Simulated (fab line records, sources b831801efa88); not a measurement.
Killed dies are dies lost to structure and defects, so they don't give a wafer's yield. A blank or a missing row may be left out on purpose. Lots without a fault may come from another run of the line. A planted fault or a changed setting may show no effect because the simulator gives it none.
fab line records | flow sky130
record lots=11 wafers=33 last_day=50
route steps=708 shown LI_CONTACT@381 LOCAL_INTERCONNECT@387 CONTACT@406 PAD_OPEN@708
lots that met no fault: from a run of the same line without faults
start_h: hours from the record's first day to the start of the lot's first wafer shown | wait_h: hours since the lot's step before | " the same as in the row above | L1.1+2: a row that stands for several wafers | - no value, or no start given | * or withheld: withheld | < > ~ a bound
route shown NAME@n: a module of which the file shows steps, and the number in the route of the first | usual: mean/standard deviation of fault-free wafers | same: alike in all rows | chamber/n: place in a boat | sites: the reading at each site | _std_site: their standard deviation | _edge_site: outer sites' mean less inner sites' | radius_mm: how far each site lies from the wafer's centre | mask NAME#n: copy n | behind: the tool/chamber that last shaped the wafer | hold: why the lot was held/for how many hours/how that ended | device: the transistor (n, p or np) that didn't switch | end of line: the same wafers' tests at the end of the route | a step without rows: its recipe alone | killed: dies lost to structure and defects at the first sort, not the wafer's yield | map: a wafer's dies, x killed, . not, _ none there
set.NAME: the setting as run; set.NAME@STEP: as run at that earlier step | model.NAME: the simulator's own value behind a step, which no gauge read
steps of the route over a sample of lots; a table a step, a row a wafer
services: from which hour (start_h, from the record's first day; less than 0 if before it) a tool's chamber was out of use, for how many hours, and why
## steps
# step SKY_LI_CONTACT_SPUTTER_19
# recipe material=Ti target_thk_nm=20 chamber_pressure_pa=5 power_w=2500 substrate_temp_c=200 time_s=106.37
# usual throttle_valve_pct=30.0/1.1
# columns lot.wafer tool chamber start_h wait_h throttle_valve_pct
L342.1 pvd_sputter-04 - 691.88 0.0 31.3
L342.3 " - " " 29.0
L342.5 " - " " 31.1
L347.2 pvd_sputter-02 - 732.82 0.0 29.5
L347.3 " - " " 28.1
L347.5 " - " " 29.5
L351.3 pvd_sputter-01 - 749.59 0.0 30.4
L351.4 " - " " 30.0
L351.6 " - " " 30.3
L352.1 pvd_sputter-02 - 760.82 0.0 28.2
L352.2 " - " " 29.3
L352.5 " - " " 29.2
L354.2 pvd_sputter-01 - 771.65 0.0 27.8
L354.3 " - " " 30.5
L354.5 " - " " 30.7
L356.3 pvd_sputter-01 - 788.85 0.0 30.6
L356.5 " - " " 28.1
L356.6 " - " " 30.1
L358.1 pvd_sputter-04 - 819.61 0.0 30.1
L358.3 " - " " 30.6
L358.6 " - " " 30.7
L361.2 pvd_sputter-01 - 826.87 0.0 30.6
L361.4 " - " " 27.9
L361.6 " - " " 30.0
L363.2 pvd_sputter-04 - 845.10 0.0 31.3
L363.4 " - " " 29.1
L363.5 " - " " 29.9
L364.1 pvd_sputter-04 - 850.85 0.0 30.0
L364.5 " - " " 29.9
L364.6 " - " " 30.8
L365.2 pvd_sputter-02 - 852.42 0.0 29.2
L365.5 " - " " 29.6
L365.6 " - " " 31.9
# step SKY_LOCAL_INTERCONNECT_SPUTTER_00
# recipe material=TiN target_thk_nm=100 temp_c=300 power_w=6500 time_s=83.3 chamber_pressure_pa=0.4
# usual throttle_valve_pct=30.4/0.97
# columns lot.wafer tool chamber start_h wait_h throttle_valve_pct
L342.1 pvd_sputter-01 - 692.75 0.1 30.5
L342.3 " - " " 30.1
L342.5 " - " " 30.3
L347.2 pvd_sputter-04 - 733.56 0.1 28.9
L347.3 " - " " 30.1
L347.5 " - " " 29.1
L351.3 pvd_sputter-01 - 750.33 0.2 30.7
L351.4 " - " " 27.9
L351.6 " - " " 27.7
L352.1 pvd_sputter-04 - 761.56 0.1 31.0
L352.2 " - " " 29.8
L352.5 " - " " 30.9
L354.2 pvd_sputter-04 - 772.40 0.1 29.2
L354.3 " - " " 30.8
L354.5 " - " " 30.0
L356.3 pvd_sputter-04 - 789.70 0.1 29.0
L356.5 " - " " 30.7
L356.6 " - " " 29.9
L358.1 pvd_sputter-04 - 820.43 0.2 29.0
L358.3 " - " " 29.9
L358.6 " - " " 30.7
L361.2 pvd_sputter-03 - 827.61 0.2 31.3
L361.4 " - " " 30.4
L361.6 " - " " 32.0
L363.2 pvd_sputter-01 - 845.85 0.1 30.0
L363.4 " - " " 28.2
L363.5 " - " " 28.0
L364.1 pvd_sputter-03 - 851.60 0.2 30.3
L364.5 " - " " 31.7
L364.6 " - " " 30.6
L365.2 pvd_sputter-01 - 853.18 0.1 29.9
L365.5 " - " " 30.1
L365.6 " - " " 30.5
# step SKY_LOCAL_INTERCONNECT_METAL_ETCH_14
# recipe target_depth_nm=110 stop_on=PSG chemistry=Cl2/BCl3 target=TiN resist_sidewall_deg=88 pressure_mtorr=10 icp_w=900 bias_w=49.93 Cl2_flow_sccm=60 bcl3_flow_sccm=30 time_s=31.4
# usual drypump_motor_current_A=5.5/0.61 oes_product_au=0.941/0.0076 throttle_valve_pct=21.900/0.0097
# columns lot.wafer tool chamber start_h wait_h drypump_motor_current_A oes_product_au rf_hours_counter_h throttle_valve_pct
L342.1 rie_metal-03 0 722.23 0.0 6.4 0.938 6 21.897
L342.3 " 1 " " 6.0 0.940 - 21.885
L342.5 " 0 " " 6.4 0.952 - 21.880
L347.2 rie_metal-03 1 761.03 0.0 5.9 0.950 11 21.917
L347.3 " 1 " " 5.9 0.942 - 21.884
L347.5 " 1 " " 5.9 0.942 - 21.912
L351.3 rie_metal-03 0 776.90 0.0 6.5 0.934 - 21.911
L351.4 " 1 " " 5.9 0.937 - 21.901
L351.6 " 0 " " 6.5 0.940 - 21.896
L352.1 rie_metal-01 1 788.35 0.0 5.1 0.934 13 21.904
L352.2 " 0 " " 4.9 0.943 4 21.904
L352.5 " 1 " " 5.0 0.932 - 21.887
L354.2 rie_metal-01 0 799.15 0.0 4.9 0.942 4 21.903
L354.3 " 0 " " 4.9 0.943 - 21.906
L354.5 " 0 " " 4.9 0.939 - 21.894
L356.3 rie_metal-02 1 817.26 0.0 5.9 0.927 - 21.899
L356.5 " 1 " " 5.9 0.930 - 21.889
L356.6 " 0 " " 4.8 0.941 - 21.912
L358.1 rie_metal-03 0 847.30 0.0 6.4 0.942 11 21.929
L358.3 " 0 " " 6.5 0.934 - 21.911
L358.6 " 1 " " 5.9 0.942 - 21.887
L361.2 rie_metal-02 1 853.72 0.1 5.9 0.944 - 21.900
L361.4 " 1 " " 6.0 0.949 - 21.900
L361.6 " 1 " " 6.0 0.954 - 21.898
L363.2 rie_metal-02 0 872.40 0.0 4.8 0.938 0 21.914
L363.4 " 1 " " 5.9 0.948 - 21.911
L363.5 " 0 " " 4.8 0.938 - 21.913
L364.1 rie_metal-02 0 877.75 0.0 4.8 0.939 0 21.897
L364.5 " 1 " " 5.9 0.941 - 21.885
L364.6 " 0 " " 4.8 0.939 - 21.889
L365.2 rie_metal-02 0 879.85 0.0 4.8 0.944 0 21.900
L365.5 " 0 " " 4.8 0.942 - 21.907
L365.6 " 1 " " 6.0 0.943 - 21.913
# step SKY_CONTACT_CVD_00
# recipe material=Si3N4 target_thk_nm=75 temp_c=400 time_s=withheld rf_w=450
# usual heater_power_w=703/92
# columns lot.wafer tool chamber start_h wait_h heater_power_w
L342.1 pecvd-03 1 722.94 0.0 654
L342.3 " 0 " " 725
L342.5 " 0 " " 750
L347.2 pecvd-03 2 761.83 0.0 777
L347.3 " 1 " " 647
L347.5 " 1 " " 639
L351.3 pecvd-03 1 777.53 0.0 574
L351.4 " 0 " " 678
L351.6 " 1 " " 592
L352.1 pecvd-03 0 788.99 0.0 584
L352.2 " 2 " " 721
L352.5 " 2 " " 739
L354.2 pecvd-04 1 799.79 0.0 800
L354.3 " 0 " " 674
L354.5 " 2 " " 520
L356.3 pecvd-01 1 817.93 0.0 791
L356.5 " 1 " " 805
L356.6 " 0 " " 846
L358.1 pecvd-01 2 847.99 0.0 751
L358.3 " 1 " " 793
L358.6 " 0 " " 859
L361.2 pecvd-04 2 854.40 0.0 576
L361.4 " 2 " " 558
L361.6 " 1 " " 776
L363.2 pecvd-04 2 873.05 0.0 659
L363.4 " 2 " " 653
L363.5 " 0 " " 612
L364.1 pecvd-04 2 878.45 0.0 665
L364.5 " 0 " " 577
L364.6 " 1 " " 701
L365.2 pecvd-01 0 880.57 0.0 694
L365.5 " 1 " " 714
L365.6 " 0 " " 736
# step SKY_CONTACT_THK_MEAS_01
# recipe reads=Si3N4_of_CONTACT_CVD_00
# usual CONTACT_CVD_00_THK=75.1/0.81
# columns lot.wafer tool chamber start_h wait_h CONTACT_CVD_00_THK[nm]
L342.1 film_metro-03 - 722.97 - 74.2
L342.3 " - " " 73.9
L342.5 " - " " 75.0
L347.2 film_metro-02 - 761.88 - 64.4
L347.3 " - " " 64.1
L347.5 " - " " 65.6
L351.3 film_metro-03 - 777.58 - 64.1
L351.4 " - " " 65.1
L351.6 " - " " 64.9
L352.1 film_metro-04 - 789.02 - 65.2
L352.2 " - " " 64.3
L352.5 " - " " 65.9
L354.2 film_metro-02 - 799.83 - 74.3
L354.3 " - " " 73.3
L354.5 " - " " 74.4
L356.3 film_metro-02 - 817.98 - 75.6
L356.5 " - " " 76.2
L356.6 " - " " 76.1
L358.1 film_metro-03 - 848.02 - 75.4
L358.3 " - " " 75.5
L358.6 " - " " 76.3
L361.2 film_metro-02 - 854.46 - 74.0
L361.4 " - " " 75.7
L361.6 " - " " 74.8
L363.2 film_metro-04 - 873.11 - 74.3
L363.4 " - " " 75.3
L363.5 " - " " 75.8
L364.1 film_metro-03 - 878.49 - 73.8
L364.5 " - " " 74.8
L364.6 " - " " 74.7
L365.2 film_metro-04 - 880.61 - 75.5
L365.5 " - " " 75.7
L365.6 " - " " 74.9
# step SKY_CONTACT_ETCH_18
# recipe target=Si3N4 chemistry=CHF3/O2 stop_on=TiN source_w=600 bias_w=200 pressure_mtorr=40 chf3_flow_sccm=50 O2_flow_sccm=5 time_s=39 target_depth_a=750
# usual drypump_motor_current_A=5.9/0.32 oes_product_au=0.855/0.0069 throttle_valve_pct=8.793/0.0089
# columns lot.wafer tool chamber start_h wait_h drypump_motor_current_A oes_product_au rf_hours_counter_h throttle_valve_pct
L342.1 rie_diel-01 2 - - 6.4 0.852 4 8.803
L342.3 " 1 " " 5.9 0.852 10 8.789
L342.5 " 3 " " 5.2 0.861 - 8.798
L347.2 rie_diel-02 1 - - 5.7 0.790 4 8.776
L347.3 " 0 " " 6.2 0.779 13 8.781
L347.5 " 1 " " 5.7 0.797 - 8.769
L351.3 rie_diel-02 3 - - 5.5 0.790 1 8.763
L351.4 " 0 " " 6.2 0.792 14 8.773
L351.6 " 0 " " 6.2 0.789 - 8.786
L352.1 rie_diel-01 0 - - 6.2 0.791 14 8.774
L352.2 " 3 " " 5.2 0.780 13 8.764
L352.5 " 3 " " 5.2 0.798 - 8.770
L354.2 rie_diel-04 0 - - 6.1 0.852 7 8.795
L354.3 " 2 " " 6.1 0.847 11 8.781
L354.5 " 0 " " 6.1 0.847 - 8.795
L356.3 rie_diel-02 3 - - 5.6 0.858 2 8.804
L356.5 " 1 " " 5.7 0.860 - 8.793
L356.6 " 2 " " 5.8 0.857 - 8.800
L358.1 rie_diel-01 3 - - 5.2 0.858 15 8.813
L358.3 " 1 " " 5.9 0.859 14 8.800
L358.6 " 3 " " 5.2 0.871 - 8.784
L361.2 rie_diel-02 1 - - 5.7 0.853 8 8.790
L361.4 " 2 " " 5.7 0.860 18 8.774
L361.6 " 1 " " 5.7 0.850 - 8.792
L363.2 rie_diel-04 0 - - 6.1 0.853 9 8.802
L363.4 " 3 " " 5.5 0.865 12 8.796
L363.5 " 1 " " 6.1 0.860 - 8.789
L364.1 rie_diel-02 0 - - 6.2 0.845 18 8.796
L364.5 " 0 " " 6.2 0.857 - 8.797
L364.6 " 1 " " 5.7 0.854 - 8.805
L365.2 rie_diel-02 0 - - 6.2 0.861 18 8.796
L365.5 " 1 " " 5.7 0.866 - 8.781
L365.6 " 0 " " 6.2 0.852 - 8.804
# step SKY_PAD_OPEN_PROBE_99
# usual killed_at_M0_to_M3=44/7.3 killed_at_M4_up=3.4/1.7 killed_at_contacts=24/5.3 killed_at_front_end=15/4.1 killed_at_other=0.4/0.68 killed_dies=87/9.5 killed_on_rim=17/3.8 killed_open=48/7.1 killed_short=39/5.8
# same gross_dies=492 killed_at_back_side=0
# columns lot.wafer tool chamber start_h wait_h killed_at_M0_to_M3 killed_at_M4_up killed_at_contacts killed_at_front_end killed_at_other killed_dies killed_on_rim killed_open killed_short
L342.1 prober-02 - 1088.07 0.1 48 2 23 10 0 83 15 45 38
L342.3 prober-02 - 1088.17 0.2 59 3 26 12 0 100 20 59 41
L342.5 prober-02 - 1088.27 0.2 40 3 25 19 0 87 17 48 39
L347.2 prober-01 - 1114.25 0.1 47 2 21 20 0 90 25 48 41
L347.3 prober-01 - 1114.30 0.2 44 3 20 14 0 81 16 44 37
L347.5 prober-01 - 1114.40 0.2 37 1 16 17 0 71 14 37 32
L351.3 prober-01 - 1126.05 0.2 29 4 18 21 1 73 18 38 35
L351.4 prober-01 - 1126.10 0.2 46 4 39 8 0 97 16 55 42
L351.6 prober-01 - 1126.20 0.2 42 3 27 14 0 86 15 38 47
L352.1 prober-02 - 1135.04 0.1 25 5 23 9 0 62 18 30 32
L352.2 prober-02 - 1135.09 0.1 48 2 16 13 0 79 15 47 32
L352.5 prober-02 - 1135.24 0.2 44 8 30 14 0 96 13 38 57
L354.3 prober-01 - 1142.84 0.2 51 4 28 14 0 97 21 52 45
L354.5 prober-01 - 1142.94 0.2 50 2 26 15 1 94 11 53 39
L356.3 prober-02 - 1155.10 0.2 58 5 36 17 0 116 16 66 50
L356.5 prober-02 - 1155.20 0.2 54 2 34 14 1 105 27 60 45
L356.6 prober-02 - 1155.25 0.2 34 3 33 20 0 90 14 51 39
L358.1 prober-02 - 1177.34 0.1 38 1 23 12 0 74 11 40 34
L358.3 prober-02 - 1177.44 0.2 37 3 15 18 0 73 14 38 34
L358.6 prober-02 - 1177.59 0.2 43 3 29 24 0 99 16 59 39
L361.2 prober-01 - 1182.70 0.1 49 5 21 15 0 90 19 50 39
L361.4 prober-01 - 1182.80 0.2 42 6 25 13 0 86 23 43 43
L361.6 prober-01 - 1182.90 0.2 41 1 27 13 1 83 20 50 32
L363.2 prober-01 - 1193.25 0.1 55 4 23 11 0 93 14 45 48
L363.4 prober-01 - 1193.35 0.2 53 1 20 22 0 96 13 57 39
L363.5 prober-01 - 1193.40 0.2 45 2 23 12 1 83 17 43 40
L364.1 prober-02 - 1197.30 0.1 40 3 21 7 2 73 12 39 34
L364.5 prober-02 - 1197.50 0.2 39 3 29 7 1 79 22 35 44
L364.6 prober-02 - 1197.55 0.2 50 1 36 13 0 100 16 51 49
L365.2 prober-01 - 1198.70 0.1 37 5 21 8 0 71 15 40 31
L365.5 prober-01 - 1198.85 0.2 52 1 21 15 0 89 14 64 25
L365.6 prober-01 - 1198.90 0.2 52 3 22 13 0 90 19 54 36
# killed by level:class
L342.1 VIA3:geometric_particle:open=10 VIA1:geometric_particle:open=9 CONTACT:geometric_particle:open=8 VIA2:geometric_particle:open=8 FIELD_ISO:geometric_particle:short=6 LI_CONTACT:geometric_particle:open=5 VIA1:geometric_particle:short=5 VIA2:geometric_particle:short=5
L342.3 VIA1:geometric_particle:open=15 VIA3:geometric_particle:open=10 LI_CONTACT:geometric_particle:open=8 VIA2:geometric_particle:open=7 CONTACT:geometric_particle:short=6 METAL2:geometric_particle:short=6 CONTACT:geometric_particle:open=5 METAL1:geometric_particle:short=5
L342.5 CONTACT:geometric_particle:open=11 VIA3:geometric_particle:open=8 METAL2:geometric_particle:short=7 FIELD_ISO:geometric_particle:short=6 VIA1:geometric_particle:open=6 LI_CONTACT:geometric_particle:open=5 CONTACT:geometric_particle:short=5 METAL1:geometric_particle:short=5
L347.2 VIA1:geometric_particle:open=13 VIA2:geometric_particle:open=7 LI_CONTACT:geometric_particle:open=6 VIA3:geometric_particle:open=6 FIELD_ISO:geometric_particle:short=4 VIA1:geometric_particle:short=4 POLY_GATE:geometric_particle:open=4 CONTACT:geometric_particle:short=4
L347.3 VIA1:geometric_particle:open=12 CONTACT:geometric_particle:open=9 VIA1:geometric_particle:short=6 VIA2:geometric_particle:short=6 VIA3:geometric_particle:open=5 POLY_GATE:geometric_particle:open=4 CONTACT:geometric_particle:short=4 METAL1:geometric_particle:short=4
L347.5 VIA3:geometric_particle:open=8 METAL3:geometric_particle:short=7 VIA1:geometric_particle:open=6 VIA2:geometric_particle:open=5 FIELD_ISO:geometric_particle:open=4 FIELD_ISO:geometric_particle:short=4 POLY_GATE:geometric_particle:short=4 LI_CONTACT:geometric_particle:open=4
L351.3 VIA1:geometric_particle:open=8 POLY_GATE:geometric_particle:open=5 CONTACT:geometric_particle:open=5 FIELD_ISO:geometric_particle:short=4 POLY_GATE:geometric_particle:short=4 POLY_CUT:geometric_particle:short=4 LOCAL_INTERCONNECT:geometric_particle:short=4 METAL1:geometric_particle:short=4
L351.4 VIA3:geometric_particle:open=12 CONTACT:geometric_particle:open=12 LI_CONTACT:geometric_particle:open=10 CONTACT:geometric_particle:short=10 VIA1:geometric_particle:open=9 VIA1:geometric_particle:short=6 METAL1:geometric_particle:short=5 LI_CONTACT:geometric_particle:short=4
L351.6 CONTACT:geometric_particle:open=14 METAL1:geometric_particle:short=9 VIA1:geometric_particle:open=7 CONTACT:geometric_particle:short=6 VIA1:geometric_particle:short=6 VIA2:geometric_particle:open=6 POLY_GATE:geometric_particle:short=5 LI_CONTACT:geometric_particle:open=4
L352.1 LI_CONTACT:geometric_particle:open=8 LOCAL_INTERCONNECT:geometric_particle:short=6 VIA1:geometric_particle:short=5 VIA1:geometric_particle:open=4 CONTACT:geometric_particle:short=4 CONTACT:geometric_particle:open=4 FIELD_ISO:geometric_particle:open=3 METAL2:geometric_particle:short=3
L352.2 VIA2:geometric_particle:open=13 CONTACT:geometric_particle:open=7 VIA1:geometric_particle:open=7 METAL1:geometric_particle:short=6 VIA3:geometric_particle:open=5 POLY_GATE:geometric_particle:short=4 VIA3:geometric_particle:short=4 METAL2:geometric_particle:short=4
L352.5 METAL2:geometric_particle:short=8 VIA3:geometric_particle:open=8 CONTACT:geometric_particle:open=7 CONTACT:geometric_particle:short=7 FIELD_ISO:geometric_particle:short=6 LOCAL_INTERCONNECT:geometric_particle:short=6 VIA1:geometric_particle:short=6 METAL4:geometric_particle:short=6
L354.3 VIA1:geometric_particle:open=10 CONTACT:geometric_particle:open=9 VIA1:geometric_particle:short=9 VIA2:geometric_particle:open=7 LI_CONTACT:geometric_particle:open=7 FIELD_ISO:geometric_particle:short=6 METAL2:geometric_particle:short=6 LI_CONTACT:geometric_particle:short=5
L354.5 CONTACT:geometric_particle:open=10 METAL1:geometric_particle:short=10 VIA1:geometric_particle:open=10 LI_CONTACT:geometric_particle:open=8 VIA2:geometric_particle:open=7 VIA3:geometric_particle:open=6 METAL2:geometric_particle:short=5 FIELD_ISO:geometric_particle:short=4
L356.3 VIA2:geometric_particle:open=15 CONTACT:geometric_particle:open=13 VIA1:geometric_particle:open=11 LOCAL_INTERCONNECT:geometric_particle:short=7 CONTACT:geometric_particle:short=7 METAL1:geometric_particle:short=7 METAL2:geometric_particle:short=6 POLY_GATE:geometric_particle:open=5
L356.5 CONTACT:geometric_particle:open=17 VIA2:geometric_particle:open=14 VIA1:geometric_particle:open=8 METAL2:geometric_particle:short=8 LI_CONTACT:geometric_particle:open=7 POLY_GATE:geometric_particle:short=6 VIA1:geometric_particle:short=6 METAL1:geometric_particle:short=5
L356.6 CONTACT:geometric_particle:open=12 VIA1:geometric_particle:open=9 LI_CONTACT:geometric_particle:open=7 CONTACT:geometric_particle:short=7 METAL1:geometric_particle:short=6 POLY_GATE:geometric_particle:short=5 VIA2:geometric_particle:open=5 FIELD_ISO:geometric_particle:open=4
L358.1 VIA1:geometric_particle:open=8 METAL1:geometric_particle:short=7 CONTACT:geometric_particle:open=7 FIELD_ISO:geometric_particle:short=6 LI_CONTACT:geometric_particle:open=6 VIA2:geometric_particle:open=6 FIELD_ISO:geometric_particle:open=3 POLY_GATE:geometric_particle:open=3
L358.3 VIA1:geometric_particle:open=7 VIA3:geometric_particle:open=7 LI_CONTACT:geometric_particle:open=6 VIA2:geometric_particle:short=6 FIELD_ISO:geometric_particle:short=5 CONTACT:geometric_particle:open=5 FIELD_ISO:geometric_particle:open=4 METAL1:geometric_particle:short=4
L358.6 LI_CONTACT:geometric_particle:open=12 VIA1:geometric_particle:open=11 VIA2:geometric_particle:open=10 POLY_GATE:geometric_particle:open=8 CONTACT:geometric_particle:short=7 FIELD_ISO:geometric_particle:open=5 METAL2:geometric_particle:open=5 METAL3:geometric_particle:short=5
L361.2 VIA1:geometric_particle:open=12 VIA3:geometric_particle:open=8 CONTACT:geometric_particle:open=7 METAL1:geometric_particle:short=7 LOCAL_INTERCONNECT:geometric_particle:short=6 FIELD_ISO:geometric_particle:open=5 VIA2:geometric_particle:open=5 LI_CONTACT:geometric_particle:open=5
L361.4 VIA1:geometric_particle:open=13 VIA1:geometric_particle:short=9 CONTACT:geometric_particle:open=7 FIELD_ISO:geometric_particle:open=6 LI_CONTACT:geometric_particle:open=6 METAL2:geometric_particle:short=5 CONTACT:geometric_particle:short=5 METAL4:geometric_particle:short=5
L361.6 VIA1:geometric_particle:open=14 CONTACT:geometric_particle:open=10 METAL2:geometric_particle:short=7 LI_CONTACT:geometric_particle:open=7 CONTACT:geometric_particle:short=5 VIA3:geometric_particle:open=5 FIELD_ISO:geometric_particle:open=4 LI_CONTACT:geometric_particle:short=4
L363.2 VIA1:geometric_particle:open=12 CONTACT:geometric_particle:open=9 VIA2:geometric_particle:open=7 VIA3:geometric_particle:open=7 FIELD_ISO:geometric_particle:short=6 METAL2:geometric_particle:short=6 VIA3:geometric_particle:short=5 METAL1:geometric_particle:short=5
L363.4 VIA1:geometric_particle:open=11 METAL1:geometric_particle:short=10 CONTACT:geometric_particle:open=9 VIA2:geometric_particle:open=9 VIA3:geometric_particle:open=6 FIELD_ISO:geometric_particle:open=5 LI_CONTACT:geometric_particle:open=5 FIELD_ISO:geometric_particle:short=4
L363.5 CONTACT:geometric_particle:open=12 VIA2:geometric_particle:open=7 VIA2:geometric_particle:short=6 VIA1:geometric_particle:open=6 METAL3:geometric_particle:short=6 VIA3:geometric_particle:open=6 VIA1:geometric_particle:short=4 CONTACT:geometric_particle:short=4
L364.1 VIA1:geometric_particle:open=10 CONTACT:geometric_particle:open=9 VIA1:geometric_particle:short=6 METAL1:geometric_particle:short=5 VIA3:geometric_particle:open=5 LI_CONTACT:geometric_particle:open=4 VIA2:geometric_particle:open=4 LOCAL_INTERCONNECT:geometric_particle:short=3
L364.5 LI_CONTACT:geometric_particle:open=7 CONTACT:geometric_particle:short=6 CONTACT:geometric_particle:open=6 METAL1:geometric_particle:short=6 METAL3:geometric_particle:short=6 VIA1:geometric_particle:open=6 VIA2:geometric_particle:open=5 LI_CONTACT:geometric_particle:short=4
L364.6 CONTACT:geometric_particle:open=16 LI_CONTACT:geometric_particle:open=9 METAL2:geometric_particle:short=8 VIA1:geometric_particle:open=8 VIA3:geometric_particle:open=7 VIA1:geometric_particle:short=7 CONTACT:geometric_particle:short=6 METAL1:geometric_particle:short=6
L365.2 CONTACT:geometric_particle:short=7 VIA1:geometric_particle:open=7 LI_CONTACT:geometric_particle:open=6 METAL2:geometric_particle:short=6 VIA3:geometric_particle:open=6 CONTACT:geometric_particle:open=5 VIA2:geometric_particle:open=5 VIA2:geometric_particle:short=4
L365.5 VIA1:geometric_particle:open=16 LI_CONTACT:geometric_particle:open=11 VIA3:geometric_particle:open=11 CONTACT:geometric_particle:open=7 VIA2:geometric_particle:open=5 METAL2:geometric_particle:open=4 FIELD_ISO:geometric_particle:short=3 VIA3:geometric_particle:short=3
L365.6 VIA1:geometric_particle:open=11 CONTACT:geometric_particle:open=8 VIA3:geometric_particle:open=8 VIA2:geometric_particle:open=8 VIA1:geometric_particle:short=7 LI_CONTACT:geometric_particle:open=6 METAL2:geometric_particle:short=5 CONTACT:geometric_particle:short=4
## services
# columns tool chamber start_h hours kind
pecvd-01 2 668.15 5.5 repair
rie_diel-01 0 676.92 4.9 repair
pecvd-04 2 679.78 23.6 repair
pecvd-03 0 680.85 4.1 repair
rie_metal-01 - 681.15 0.6 repair
rie_metal-03 - 684.80 0.3 repair
pecvd-03 - 691.96 0.7 repair
pecvd-01 2 692.99 3.4 repair
rie_metal-02 0 701.89 1.8 repair
rie_diel-02 2 720.39 3.0 repair
pvd_sputter-04 - 727.77 5.1 repair
pvd_sputter-04 - 751.60 6.8 repair
pecvd-03 - 760.28 0.5 repair
pecvd-04 1 764.67 29.8 repair
pecvd-04 2 785.43 6.0 repair
rie_diel-01 - 803.45 8.2 repair
pvd_sputter-04 - 813.47 4.0 repair
rie_metal-02 - 822.72 2.8 pm
pecvd-04 0 842.56 15.4 repair
rie_diel-02 3 847.18 13.4 repair
rie_metal-02 1 858.04 4.1 repair
pecvd-04 - 861.13 3.8 repair
rie_diel-02 2 899.55 14.0 repair
rie_diel-02 3 902.73 4.0 repair
## key
first_sign step=SKY_CONTACT_THK_MEAS_01 reading=CONTACT_CVD_00_THK direction=down sigmas=13 usual=75.1 struck=64.8
effect step=SKY_CONTACT_ETCH_18 reading=oes_product_au direction=down sigmas=9.6 usual=0.855 struck=0.790
met_at SKY_CONTACT_CVD_00
struck_lots L347,L351,L352
tester_left_out L347,L351,L352
not_acting_at SKY_LI_CONTACT_SPUTTER_19,SKY_LOCAL_INTERCONNECT_SPUTTER_00,SKY_LOCAL_INTERCONNECT_METAL_ETCH_14
onset_between 722.94 761.83
fault kind=site_profile_drift tool=pecvd-03 chamber=- onset_h=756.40 steps=SKY_CONTACT_CVD_00 basis=fraction max_abs_drift=0.30256 slope_share_per_hr=67.235 site_pattern=0,0,0,0,0,-1,-1,-1,-1
# tester_left_out: of these lots the tester's yield and bins aren't shown, on N5 and GAA mostly nor the transistor test; their killed dies are dies lost to structure and defects alone, not to doping, threshold or leakage, so they don't give the yield
